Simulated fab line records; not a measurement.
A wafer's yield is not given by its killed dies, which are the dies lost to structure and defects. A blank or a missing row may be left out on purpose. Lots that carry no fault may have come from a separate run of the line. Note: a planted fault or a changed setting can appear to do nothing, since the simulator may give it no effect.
Matching of chambers + flow sky130 + 4 sister chambers for SKY_VIA1_CMP_24 on cmp-02
The step polishes, stops on SiO2, t overpolish 15 s, target thk 0 nm. 4 wafers are shown with their chamber, then 7 later ones without.

## EACH WAFER AND ITS CHAMBER
| wafer  | chamber | motorCurrentA (A) |
|--------|---------|-------------------|
| L150.5 | 3       | 12.6              |
| L157.2 | 2       | 11.1              |
| L158.1 | 1       | 10.7              |
| L158.3 | 0       | 9.2               |

## WAFERS MISSING THEIR CHAMBER
| wafer  | motorCurrentA (A) |
|--------|-------------------|
| L158.5 | 12.1              |
| L168.2 | 8.9               |
| L168.3 | 12.5              |
| L168.4 | 11.0              |
| L169.2 | 10.8              |
| L169.5 | 11.1              |
| L169.6 | 11.0              |

## WHICH CHAMBER EACH WENT THROUGH
| wafer  | from the rows above     | in truth |
|--------|-------------------------|----------|
| L158.5 | 3                       | 3        |
| L168.2 | 0                       | 0        |
| L168.3 | 3                       | 3        |
| L168.4 | can't be placed: 2 or 1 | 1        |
| L169.2 | can't be placed: 1 or 2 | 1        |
| L169.5 | can't be placed: 2 or 1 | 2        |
| L169.6 | can't be placed: 2 or 1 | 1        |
3 of 7 placed correctly. Can't be placed from these rows: 4 (the true chamber is among the candidates in 4). Wrongly placed: 0.
How it was worked out, from the rows above alone: a wafer's distance from a chamber is the root of the sum, over the readings, of the square of ((its reading less the chamber's mean) divided by the reading's scatter). If the next closest chamber is less than 2 further off than the closest, the wafer can't be placed; otherwise it belongs to the closest. A chamber's mean is the mean of its shown wafers. The scatter: with one shown wafer a chamber, the root of the mean of the squares of how far each hidden wafer lies from its nearest shown one.
